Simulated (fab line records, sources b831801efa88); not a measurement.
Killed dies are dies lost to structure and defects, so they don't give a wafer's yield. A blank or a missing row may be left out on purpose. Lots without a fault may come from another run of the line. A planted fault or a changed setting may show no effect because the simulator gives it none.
One fault seen from 2 desks | flow gf180mcu | each desk has only its own numbers; what lay behind them comes last

THE TOOL OWNER'S DESK: wet_bench-01
The tool's own readings at GF_HV_LDD_CLEAN_51 (cleans in SC1/SC2, time 150 s): means of the sampled wafers that have a number, for each lot that ran on this tool. A lot is out of limits, marked OUT, if its mean lies more than 4 standard deviations from the usual mean; the brackets give that distance.
Columns: A = run_length_s at GF_HV_LDD_CLEAN_51, usual 178 s
lot  | first seen here | A
L130 | day 14 17:44    | 174
L138 | day 17 14:46    | 71 (-27) OUT
L140 | day 18 04:13    | 74 (-26) OUT
This desk's finding: out of limits on L138, L140; first on L138, day 17 14:46 (run_length_s at GF_HV_LDD_CLEAN_51). In limits: L130.

THE METROLOGY DESK
What the gauges read, lot by lot, whatever tool the lot ran on: means of the sampled wafers that have a number. A lot is out of limits, marked OUT, if its mean lies more than 4 standard deviations from the usual mean; the brackets give that distance.
Columns: A = cd_nm at GF_HV_LDD_CD_MEAS_46, usual 400.4 nm; B = HV_LDD_03_OVL at GF_HV_LDD_OVL_MEAS_47, usual 0.6 nm; C = HV_LDD_4_TW at GF_HV_LDD_TW_MEAS_50, usual 566
lot  | first seen here | A     | B    | C
L123 | day 12 08:08    | 400.0 | 1.2  | 564
L130 | day 14 17:17    | 400.2 | -1.6 | 568
L138 | day 17 14:19    | 400.2 | 1.2  | 562
L140 | day 18 03:47    | 403.1 | 0.9  | 567
L143 | day 19 04:20    | 396.2 | 0.6  | 567
L145 | day 19 21:28    | 400.0 | 1.5  | 570
This desk's finding: nothing out of limits on any of the 6 lots.

PUT TOGETHER
The tool owner's desk could have raised an alarm at day 17 14:46, on L138, L140.
The metrology desk saw nothing out of limits.
The metrology desk has L138, L140 on record, within its limits.
Of the lots named, all ran GF_HV_LDD_CLEAN_51 on wet_bench-01.

WHAT THE SIMULATOR HAD PUT IN
Process parameter drift: wet_bench-01, from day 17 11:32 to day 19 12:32, at GF_HV_LDD_CLEAN_51. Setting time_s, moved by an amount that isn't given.
Lots struck among those shown: L138, L140.
Hours from the fault's start to each desk's first reading out of limits: the tool owner's desk, 3.
